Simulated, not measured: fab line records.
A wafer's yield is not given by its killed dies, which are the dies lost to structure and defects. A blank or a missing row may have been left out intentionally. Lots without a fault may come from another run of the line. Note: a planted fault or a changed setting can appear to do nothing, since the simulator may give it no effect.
fab line records -- flow sky130
record lots=6, wafers=18, lastDay=49
route steps=708 shown VT_ADJUST_HVTP@87 VT_ADJUST_LVTN@97 PAD_OPEN@708
lots that met no fault: taken from a fault-free run of the same line
startH: start of the lot's first displayed wafer, in hours after the record's first day -- waitH: time in hours since the lot's previous step -- " same as the row above -- L1.1+2: a single row standing in for several wafers -- - no value present, or no start provided -- * or withheld: withheld -- < > ~ a bound
route shown NAME@n: a module of which the file shows steps, and the number in the route of the first -- usual: average and standard deviation across the fault-free wafers -- same: alike in all rows -- chamber/n: place in a boat -- sites: the reading at each site -- _std_site: standard deviation of those values -- _edge_site: inner sites' mean taken away from outer sites' mean -- radiusMm: how far each site lies from the wafer's centre -- mask NAME#n: copy n -- behind: tool/chamber where the wafer was last shaped -- hold: cause of the lot's hold/its duration in hours/its outcome -- device: the transistor (n, p or np) that didn't switch -- end of line: tests of these same wafers at the route's end -- a step given without rows: its recipe and nothing more -- killed: dies lost to structure and defects at the first sort, not the wafer's yield -- map: a wafer's dies, x killed, . not, _ none there
set.NAME: setting as actually run; set.NAME@STEP: the setting as run at that earlier step -- model.NAME: the simulator's own value behind a step, which no gauge read
lots at selected steps of the route; one table per step, one row per wafer
services: when a tool's chamber went out of use (startH, in hours from the record's first day, below 0 if earlier), for how many hours, and the reason
## steps
# step SKY_VT_ADJUST_HVTP_COAT_02
# recipe resist=NOVOLAK, spinRpm=3000, resistThkNm=1140
# step SKY_VT_ADJUST_HVTP_SOFTBAKE_03
# recipe tempC=90, timeS=60, resist=NOVOLAK
# step SKY_VT_ADJUST_HVTP_EXPOSE_04
# recipe maskId=HVTPM, na=0.6, sourceShape=conventional, sigmaOuter=0.6, polarization=unpolarized, targetCdNm=380, doseMj=140
# step SKY_VT_ADJUST_HVTP_PEB_05
# recipe tempC=withheld, timeS=*, resist=NOVOLAK
# step SKY_VT_ADJUST_HVTP_DEVELOP_06
# recipe resist=NOVOLAK, developer=TMAH, developTimeS=60, devTempC=23
# step SKY_VT_ADJUST_HVTP_CD_MEAS_07
# recipe targetCdNm=380
# usual cdNm=379.3/2.4
lot.wafer,tool,chamber,startH,waitH,cdNm
L156.1,cdSem-01,-,128.11,0.1,382.2
L156.2,cdSem-01,-,128.11,0.1,381.8
L156.3,cdSem-01,-,128.11,0.1,381.2
L158.2,cdSem-01,-,153.20,0.1,379.0
L158.3,cdSem-01,-,153.20,0.1,378.4
L158.5,cdSem-01,-,153.20,0.1,376.8
L168.1,cdSem-02,-,202.78,0.1,381.7
L168.3,cdSem-02,-,202.78,0.1,382.2
L168.6,cdSem-02,-,202.78,0.1,381.4
L169.2,cdSem-01,-,205.48,0.1,381.2
L169.3,cdSem-01,-,205.48,0.1,381.8
L169.5,cdSem-01,-,205.48,0.1,379.1
L171.1,cdSem-01,-,219.41,0.1,377.7
L171.2,cdSem-01,-,219.41,0.1,377.4
L171.5,cdSem-01,-,219.41,0.1,378.3
L172.1,cdSem-02,-,224.78,0.1,376.9
L172.2,cdSem-02,-,224.78,0.1,377.0
L172.6,cdSem-02,-,224.78,0.1,379.3
# step SKY_VT_ADJUST_HVTP_OVL_MEAS_08
# usual VT_ADJUST_HVTP_OVL=0.7/1.2
lot.wafer,tool,chamber,startH,waitH,VT_ADJUST_HVTP_OVL[nm]
L156.1,overlay-02,-,128.23,0.1,-1.5
L156.2,overlay-02,-,128.23,0.1,-0.7
L156.3,overlay-02,-,128.23,0.1,-0.1
L158.2,overlay-01,-,153.30,0.1,-0.1
L158.3,overlay-01,-,153.30,0.1,1.4
L158.5,overlay-01,-,153.30,0.1,1.4
L168.1,overlay-01,-,202.90,0.1,1.6
L168.3,overlay-01,-,202.90,0.1,2.0
L168.6,overlay-01,-,202.90,0.1,-0.7
L169.2,overlay-02,-,205.58,0.1,1.5
L169.3,overlay-02,-,205.58,0.1,-0.3
L169.5,overlay-02,-,205.58,0.1,0.5
L171.1,overlay-01,-,219.53,0.1,-1.0
L171.2,overlay-01,-,219.53,0.1,0.4
L171.5,overlay-01,-,219.53,0.1,-0.6
L172.1,overlay-02,-,224.90,0.1,0.7
L172.2,overlay-02,-,224.90,0.1,0.3
L172.6,overlay-02,-,224.90,0.1,1.4
# step SKY_VT_ADJUST_HVTP_IMPLANT_09
# recipe species=As, energyKev=150, doseCm2=4.3e+12, tiltDeg=withheld
# step SKY_VT_ADJUST_HVTP_STRIP_10
# recipe chemistry=O2/N2, powerW=1400, pressureMtorr=1500, platenTempC=withheld, o2FlowSccm=3000, n2FlowSccm=300, overashFraction=0.5
# usual drypumpMotorCurrentA=5.9/0.39, oesProductAu=0.716/0.0047, stripTimeToEndpointS=14.18/0.045
lot.wafer,tool,chamber,startH,waitH,drypumpMotorCurrentA,oesProductAu,rfHoursCounterH,stripTimeToEndpointS
L156.1,plasmaAsher-03,0,128.42,0.1,6.5,0.725,32,14.16
L156.2,plasmaAsher-03,1,128.42,0.1,6.1,0.724,32,14.22
L156.3,plasmaAsher-03,0,128.42,0.1,6.4,0.716,-,14.22
L158.2,plasmaAsher-04,0,153.48,0.1,6.0,0.728,47,14.20
L158.3,plasmaAsher-04,0,153.48,0.1,6.0,0.720,-,14.17
L158.5,plasmaAsher-04,1,153.48,0.1,5.4,0.720,-,14.14
L168.1,plasmaAsher-03,0,203.08,0.1,6.5,0.724,40,14.13
L168.3,plasmaAsher-03,1,203.08,0.1,6.1,0.711,-,14.13
L168.6,plasmaAsher-03,1,203.08,0.1,6.1,0.715,-,14.11
L169.2,plasmaAsher-01,1,205.76,0.1,6.2,0.718,10,14.19
L169.3,plasmaAsher-01,0,205.76,0.1,5.5,0.715,-,14.15
L169.5,plasmaAsher-01,0,205.76,0.1,5.5,0.718,-,14.17
L171.1,plasmaAsher-01,0,219.71,0.1,5.5,0.710,12,14.18
L171.2,plasmaAsher-01,1,219.71,0.1,6.2,0.716,12,14.17
L171.5,plasmaAsher-01,1,219.71,0.1,6.2,0.717,-,14.12
L172.1,plasmaAsher-03,0,225.08,0.1,6.5,0.720,42,14.22
L172.2,plasmaAsher-03,1,225.08,0.1,6.1,0.713,42,14.21
L172.6,plasmaAsher-03,1,225.08,0.1,6.1,0.718,-,14.26
# step SKY_VT_ADJUST_HVTP_TW_MEAS_11
# usual VT_ADJUST_HVTP_TW=1357/9.7
lot.wafer,tool,chamber,startH,waitH,VT_ADJUST_HVTP_TW
L156.1,filmMetro-04,-,128.51,0.1,1362
L156.2,filmMetro-04,-,128.51,0.1,1363
L156.3,filmMetro-04,-,128.51,0.1,1359
L158.2,filmMetro-01,-,153.59,0.1,1366
L158.3,filmMetro-01,-,153.59,0.1,1366
L158.5,filmMetro-01,-,153.59,0.1,1373
L168.1,filmMetro-01,-,203.18,0.1,1370
L168.3,filmMetro-01,-,203.18,0.1,1365
L168.6,filmMetro-01,-,203.18,0.1,1365
L169.2,filmMetro-03,-,205.87,0.1,1350
L169.3,filmMetro-03,-,205.87,0.1,1346
L169.5,filmMetro-03,-,205.87,0.1,1341
L171.1,filmMetro-01,-,219.81,0.1,1355
L171.2,filmMetro-01,-,219.81,0.1,1363
L171.5,filmMetro-01,-,219.81,0.1,1356
L172.1,filmMetro-04,-,225.18,0.1,1359
L172.2,filmMetro-04,-,225.18,0.1,1356
L172.6,filmMetro-04,-,225.18,0.1,1357
# step SKY_VT_ADJUST_LVTN_DEHYDRATE_00
# recipe tempC=200, timeS=60
# step SKY_VT_ADJUST_LVTN_HMDS_01
# recipe primeTimeS=60, primeTempC=120
# step SKY_VT_ADJUST_LVTN_COAT_02
# recipe spinRpm=2000, resistThkNm=3000
# usual exhaustPa=44.8/0.88
lot.wafer,tool,chamber,startH,waitH,exhaustPa,model.coat_of_VT_ADJUST_LVTN_COAT_02.thkNm
L156.1,lithoTrack-01,0,137.18,0.1,45.6,3022
L156.2,lithoTrack-01,0,137.18,0.1,46.6,3002
L156.3,lithoTrack-01,0,137.18,0.1,45.6,3011
L158.2,lithoTrack-02,0,162.75,0.1,44.5,3003
L158.3,lithoTrack-02,0,162.75,0.1,44.2,2998
L158.5,lithoTrack-02,0,162.75,0.1,44.7,3002
L168.1,lithoTrack-01,0,213.53,0.1,43.9,2854
L168.3,lithoTrack-01,0,213.53,0.1,45.7,2854
L168.6,lithoTrack-01,0,213.53,0.1,44.2,2858
L169.2,lithoTrack-01,0,216.41,0.1,44.6,2849
L169.3,lithoTrack-01,0,216.41,0.1,44.8,2853
L169.5,lithoTrack-01,0,216.41,0.1,45.6,2838
L171.1,lithoTrack-02,0,230.28,0.1,45.1,3002
L171.2,lithoTrack-02,0,230.28,0.1,45.7,3006
L171.5,lithoTrack-02,0,230.28,0.1,46.4,2998
L172.1,lithoTrack-03,0,235.36,0.1,44.0,3000
L172.2,lithoTrack-03,0,235.36,0.1,44.5,3000
L172.6,lithoTrack-03,0,235.36,0.1,45.9,3002
# step SKY_VT_ADJUST_LVTN_SOFTBAKE_03
# recipe tempC=110, timeS=withheld
# step SKY_VT_ADJUST_LVTN_EXPOSE_04
# recipe maskId=NWM_COMPLEMENT_LESS_NATIVE, na=0.6, sourceShape=conventional, sigmaOuter=0.6, polarization=unpolarized, targetCdNm=840, doseMj=194
# step SKY_VT_ADJUST_LVTN_PEB_05
# recipe tempC=115, timeS=withheld
# step SKY_VT_ADJUST_LVTN_DEVELOP_06
# recipe wallAngleDeg=90, developer=TMAH, developTimeS=60, devTempC=23
# usual exhaustPa=44.9/0.93
lot.wafer,tool,chamber,startH,waitH,exhaustPa,model.coat_of_VT_ADJUST_LVTN_COAT_02.thkNm
L156.1,lithoTrack-03,0,-,-,45.0,3017
L156.2,lithoTrack-03,0,-,-,44.9,2998
L156.3,lithoTrack-03,0,-,-,45.0,3006
L158.2,lithoTrack-02,0,-,-,46.0,2999
L158.3,lithoTrack-02,0,-,-,44.9,2994
L158.5,lithoTrack-02,0,-,-,44.8,2998
L168.1,lithoTrack-01,0,-,-,44.4,2850
L168.3,lithoTrack-01,0,-,-,45.0,2850
L168.6,lithoTrack-01,0,-,-,44.4,2853
L169.2,lithoTrack-01,0,-,-,45.8,2845
L169.3,lithoTrack-01,0,-,-,44.9,2849
L169.5,lithoTrack-01,0,-,-,46.3,2834
L171.1,lithoTrack-02,0,-,-,44.7,2998
L171.2,lithoTrack-02,0,-,-,45.8,3002
L171.5,lithoTrack-02,0,-,-,42.4,2994
L172.1,lithoTrack-03,0,-,-,45.0,2996
L172.2,lithoTrack-03,0,-,-,44.8,2996
L172.6,lithoTrack-03,0,-,-,44.2,2997
# step SKY_VT_ADJUST_LVTN_OVL_MEAS_07
# usual VT_ADJUST_LVTN_OVL=0.1/1.4
lot.wafer,tool,chamber,startH,waitH,VT_ADJUST_LVTN_OVL[nm]
L156.1,overlay-01,-,146.51,-,0.0
L156.2,overlay-01,-,146.51,-,-0.1
L156.3,overlay-01,-,146.51,-,-2.1
L158.2,overlay-02,-,173.68,-,1.2
L158.3,overlay-02,-,173.68,-,-0.5
L158.5,overlay-02,-,173.68,-,0.5
L168.1,overlay-02,-,225.58,-,1.8
L168.3,overlay-02,-,225.58,-,1.7
L168.6,overlay-02,-,225.58,-,3.9
L169.2,overlay-01,-,227.59,-,2.9
L169.3,overlay-01,-,227.59,-,1.0
L169.5,overlay-01,-,227.59,-,1.4
L171.1,overlay-01,-,241.88,-,-1.9
L171.2,overlay-01,-,241.88,-,-0.8
L171.5,overlay-01,-,241.88,-,-0.5
L172.1,overlay-02,-,248.31,-,1.5
L172.2,overlay-02,-,248.31,-,-0.8
L172.6,overlay-02,-,248.31,-,0.9
# step SKY_VT_ADJUST_LVTN_IMPLANT_08
# recipe species=B, energyKev=30.22, doseCm2=1.57e+12, tiltDeg=withheld
# step SKY_VT_ADJUST_LVTN_STRIP_09
# recipe chemistry=O2/N2, powerW=1400, pressureMtorr=1500, platenTempC=withheld, o2FlowSccm=3000, n2FlowSccm=300, overashFraction=0.5
# usual drypumpMotorCurrentA=5.9/0.36, oesProductAu=0.722/0.0047, stripTimeToEndpointS=36.95/0.1
lot.wafer,tool,chamber,startH,waitH,drypumpMotorCurrentA,oesProductAu,rfHoursCounterH,stripTimeToEndpointS
L156.1,plasmaAsher-01,1,146.79,0.1,6.2,0.716,3,37.17
L156.2,plasmaAsher-01,0,146.79,0.1,5.6,0.720,3,36.94
L156.3,plasmaAsher-01,0,146.79,0.1,5.5,0.726,-,37.05
L158.2,plasmaAsher-03,0,173.86,0.1,6.5,0.723,37,36.95
L158.3,plasmaAsher-03,0,173.86,0.1,6.5,0.721,-,36.89
L158.5,plasmaAsher-03,1,173.86,0.1,6.1,0.720,-,36.94
L168.1,plasmaAsher-01,1,225.77,0.1,6.2,0.726,12,35.22
L168.3,plasmaAsher-01,1,225.77,0.1,6.2,0.724,-,35.22
L168.6,plasmaAsher-01,1,225.77,0.1,6.2,0.725,-,35.27
L169.2,plasmaAsher-03,0,227.77,0.1,6.5,0.721,42,35.20
L169.3,plasmaAsher-03,1,227.77,0.1,6.0,0.717,-,35.25
L169.5,plasmaAsher-03,0,227.77,0.1,6.5,0.728,-,35.07
L171.1,plasmaAsher-03,1,242.06,0.1,6.0,0.719,43,36.93
L171.2,plasmaAsher-03,0,242.06,0.1,6.5,0.719,43,37.00
L171.5,plasmaAsher-03,0,242.06,0.1,6.5,0.713,-,36.89
L172.1,plasmaAsher-01,1,248.49,0.1,6.2,0.719,15,36.92
L172.2,plasmaAsher-01,0,248.49,0.1,5.5,0.725,15,36.91
L172.6,plasmaAsher-01,1,248.49,0.1,6.2,0.722,-,36.93
# step SKY_VT_ADJUST_LVTN_TW_MEAS_10
# usual VT_ADJUST_LVTN_TW=242.8/1.8
lot.wafer,tool,chamber,startH,waitH,VT_ADJUST_LVTN_TW
L156.1,filmMetro-04,-,146.89,0.1,244.1
L156.2,filmMetro-04,-,146.89,0.1,244.1
L156.3,filmMetro-04,-,146.89,0.1,242.1
L158.2,filmMetro-04,-,173.97,0.1,244.3
L158.3,filmMetro-04,-,173.97,0.1,244.1
L158.5,filmMetro-04,-,173.97,0.1,245.0
L168.1,filmMetro-04,-,225.87,0.1,241.7
L168.3,filmMetro-04,-,225.87,0.1,241.0
L168.6,filmMetro-04,-,225.87,0.1,241.1
L169.2,filmMetro-03,-,227.88,0.1,240.0
L169.3,filmMetro-03,-,227.88,0.1,239.7
L169.5,filmMetro-03,-,227.88,0.1,240.9
L171.1,filmMetro-03,-,242.16,0.1,240.1
L171.2,filmMetro-03,-,242.16,0.1,239.9
L171.5,filmMetro-03,-,242.16,0.1,240.0
L172.1,filmMetro-04,-,248.59,0.1,244.0
L172.2,filmMetro-04,-,248.59,0.1,244.1
L172.6,filmMetro-04,-,248.59,0.1,244.6
# step SKY_PAD_OPEN_PROBE_99
# usual killed_at_M0_to_M3=44/6.8, killed_at_M4_up=3.1/1.8, killedAtContacts=25/5.2, killedAtFrontEnd=15/4.1, killedAtOther=0.3/0.62, killedDies=88/9.4, killedOpen=48/7.1, killedShort=40/6.1
# same grossDies=492, killedAtBackSide=0
lot.wafer,tool,chamber,startH,waitH,killed_at_M0_to_M3,killed_at_M4_up,killedAtContacts,killedAtFrontEnd,killedAtOther,killedDies,killedOpen,killedShort
L171.1,prober-01,-,1164.10,0.1,46,4,24,18,0,92,54,36
L172.1,prober-02,-,1165.38,0.1,62,3,23,16,0,104,54,50
L172.2,prober-02,-,1165.43,0.1,35,3,27,17,0,82,38,44
L172.6,prober-02,-,1165.63,0.2,56,1,22,19,0,98,53,45
# killed by level:class
L171.1 VIA2:geometricParticle:open=10 CONTACT:geometricParticle:open=9 VIA1:geometricParticle:open=9 LI_CONTACT:geometricParticle:open=8 METAL1:geometricParticle:short=8 POLY_GATE:geometricParticle:open=5 FIELD_ISO:geometricParticle:short=4 POLY_GATE:geometricParticle:short=4
L172.1 CONTACT:geometricParticle:open=15 VIA1:geometricParticle:open=14 METAL1:geometricParticle:short=10 VIA1:geometricParticle:short=8 VIA3:geometricParticle:open=8 POLY_GATE:geometricParticle:short=6 VIA2:geometricParticle:open=6 METAL3:geometricParticle:short=6
L172.2 LI_CONTACT:geometricParticle:open=8 CONTACT:geometricParticle:open=8 VIA1:geometricParticle:open=8 METAL1:geometricParticle:short=7 LOCAL_INTERCONNECT:geometricParticle:short=6 POLY_GATE:geometricParticle:open=4 POLY_GATE:geometricParticle:short=4 METAL2:geometricParticle:short=4
L172.6 VIA1:geometricParticle:open=16 METAL2:geometricParticle:short=8 VIA1:geometricParticle:short=7 VIA2:geometricParticle:open=7 VIA3:geometricParticle:open=7 LI_CONTACT:geometricParticle:short=6 LI_CONTACT:geometricParticle:open=6 CONTACT:geometricParticle:open=5
## services
tool,chamber,startH,hours,kind
plasmaAsher-01,-,108.75,9.0,pm
plasmaAsher-01,0,108.75,9.0,ventCycle
plasmaAsher-01,1,108.75,9.0,ventCycle
plasmaAsher-01,0,117.75,-,clean
plasmaAsher-01,1,117.75,-,clean
plasmaAsher-04,-,158.49,7.1,repair
plasmaAsher-04,-,165.04,4.0,repair
plasmaAsher-03,-,199.98,0.7,repair
plasmaAsher-03,-,212.78,2.8,pm
plasmaAsher-03,-,247.36,3.9,repair
## key
firstSign step=SKY_VT_ADJUST_LVTN_STRIP_09, reading=stripTimeToEndpointS, direction=down, sigmas=17, usual=*, struck=*
effect none on later readings
modelEffect step=SKY_VT_ADJUST_LVTN_COAT_02, value=coat_of_VT_ADJUST_LVTN_COAT_02.thkNm, without=2992, struck=2851
modelEffect step=SKY_VT_ADJUST_LVTN_DEVELOP_06, value=coat_of_VT_ADJUST_LVTN_COAT_02.thkNm, without=2988, struck=2847
metAt SKY_VT_ADJUST_LVTN_COAT_02
struckWafers L168.1,L168.3,L168.6,L169.2,L169.3,L169.5
testerLeftOut L168,L169
onsetBetween 137.18 213.53
alsoFits SKY_VT_ADJUST_LVTN_DEVELOP_06:lithoTrack-01
fault kind=processParameterDrift, tool=lithoTrack-01, chamber=-, onsetH=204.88, steps=SKY_VT_ADJUST_LVTN_COAT_02, channel=resistThkNm, offset=-141.66, shape=step, endH=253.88, actsIn=theseRecipesOnly, stated=3000
# testerLeftOut: of these lots the tester's yield and bins aren't shown, on N5 and GAA mostly nor the transistor test; their killed dies are dies lost to structure and defects alone, not to doping, threshold or leakage, so they don't give the yield
